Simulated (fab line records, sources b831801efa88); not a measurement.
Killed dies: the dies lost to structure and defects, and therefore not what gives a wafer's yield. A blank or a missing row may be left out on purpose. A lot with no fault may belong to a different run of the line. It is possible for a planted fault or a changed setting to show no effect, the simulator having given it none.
Comparing a struck lot with a sound one | flow sky130 | 23 out of 708 route steps
Sound: wafers L396.1, L396.5, L396.6. Wafers L411.3, L411.4, L411.5 were the ones struck. Last of all comes the cause.
Each step with rows lists, per side, the tool, then ch with its chambers, then its first start. Under that, the readings that differ: sound wafers | struck wafers | difference of the means | sigmas: that difference in standard deviations of wafers without a fault.
alike: a reading whose means differ by less than 2 such deviations, as well as words and numbers matching on both sides. not compared: withheld readings; readings where some wafer has no value; bounds like >300 that might hide an equal value; numbers whose values overlap and for which the record gives no deviation.
A row with sigmas, a row that says differs or no value, or rows on one side alone: a step with any of these is where the two part. Numbers that have no deviation but don't overlap get no sigmas and don't part them. A reading missing from all wafers of one side parts the sides only when that side holds two or more wafers.

first, 6 steps without rows for these wafers: SKY_METAL5_HMDS_08 (prime time 60 s); SKY_METAL5_COAT_09 (resist thk 1800 nm); SKY_METAL5_SOFTBAKE_10 (time 60 s); SKY_METAL5_EXPOSE_11 (exposes mask MM5, target cd 1600 nm); SKY_METAL5_PEB_12; SKY_METAL5_DEVELOP_13 (develop time 60 s).
SKY_METAL5_DESCUM_14: chemistry O2, time 11 s.
  sound on rie-metal-02 ch 0,1, day 44 07:10; struck on rie-metal-02 ch 0,1, day 48 04:20
  alike: drypump-motor-current-A, oes-product-au
  not compared: rf-hours-counter-h
SKY_METAL5_METAL_ETCH_15: etches the open film in Cl2/BCl3, stops on SiO2, target depth 1260 nm, time 252 s.
  sound on rie-metal-02 ch 0,1, day 44 07:13; struck on rie-metal-02 ch 0,1, day 48 04:26
  alike: drypump-motor-current-A, oes-product-au, throttle-valve-pct
  not compared: rf-hours-counter-h
SKY_METAL5_STRIP_16: strips in O2/N2.
  sound on plasma-asher-04 ch 0,1, day 44 07:26; struck on plasma-asher-02 ch 0,1, day 48 04:38
  alike: drypump-motor-current-A, oes-product-au, strip-time-to-endpoint-s
  not compared: rf-hours-counter-h
then, 3 steps without rows for these wafers: SKY_METAL5_STRIP_17 (strips in post etch residue remover, time 1200 s); SKY_METAL5_CLEAN_18 (cleans in IPA, time 180 s); SKY_METAL5_CLEAN_19 (cleans in O3/DIW).
SKY_PASSIVATION_CVD_00: deposits SiO2, target thk 90 nm.
  sound on pecvd-01 ch 0,2, day 44 08:02; struck on pecvd-03 ch 0,2, day 48 05:42
  no value came back on the struck wafers for heater-power-outer-w (W), heater-power-w (W); on the sound wafers heater-power-outer-w (W) reads 290 432 306
SKY_PASSIVATION_CVD_02: deposits Si3N4, target thk 540 nm.
  sound on pecvd-03 ch 1,2, day 44 08:08; struck on pecvd-01 ch 0,1,2, day 48 05:47
  alike: heater-power-outer-w, heater-power-w
then, 7 steps without rows for these wafers: SKY_PASSIVATION_DEHYDRATE_04 (time 60 s); SKY_PASSIVATION_HMDS_05 (prime time 60 s); SKY_PASSIVATION_COAT_06 (resist thk 3000 nm); SKY_PASSIVATION_SOFTBAKE_07; SKY_PASSIVATION_EXPOSE_08 (exposes mask NSM, target cd 3000 nm); SKY_PASSIVATION_PEB_09; SKY_PASSIVATION_DEVELOP_10 (develop time 60 s).
SKY_PASSIVATION_ETCH_11: etches the open film in CF4/O2, stops on AlCu, target depth 725 nm, time 161.1 s.
  sound on rie-diel-03 ch 0,1,2, day 45 05:58; struck on rie-diel-03 ch 2,3, day 48 23:43
  reading                                 | sound           | struck            | difference | sigmas
  model.PASSIVATION.feature-depth-nm (nm) | 687.4 699 698.6 | 719.8 715.2 716.2 | +22.1      |
  model.etch.depth-nm (nm)                | 687.4 699 698.6 | 719.8 715.2 716.2 | +22.1      |
  alike: drypump-motor-current-A, oes-product-au, throttle-valve-pct
  not compared: rf-hours-counter-h
SKY_PASSIVATION_STRIP_12: strips in O2/N2.
  sound on plasma-asher-01 ch 0,1, day 45 06:04; struck on plasma-asher-01 ch 0,1, day 48 23:52
  alike: drypump-motor-current-A, oes-product-au, strip-time-to-endpoint-s
  not compared: rf-hours-counter-h

== WHERE THEY PART ==
Within this record, at SKY_PASSIVATION_CVD_00 only. Later steps at which nothing parts them and some readings are alike: SKY_PASSIVATION_CVD_02, SKY_PASSIVATION_ETCH_11, SKY_PASSIVATION_STRIP_12.

WHY: whatever the simulator had introduced
Entire step skipped (pecvd-03, SKY_PASSIVATION_CVD_00), from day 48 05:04 onward. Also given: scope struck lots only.
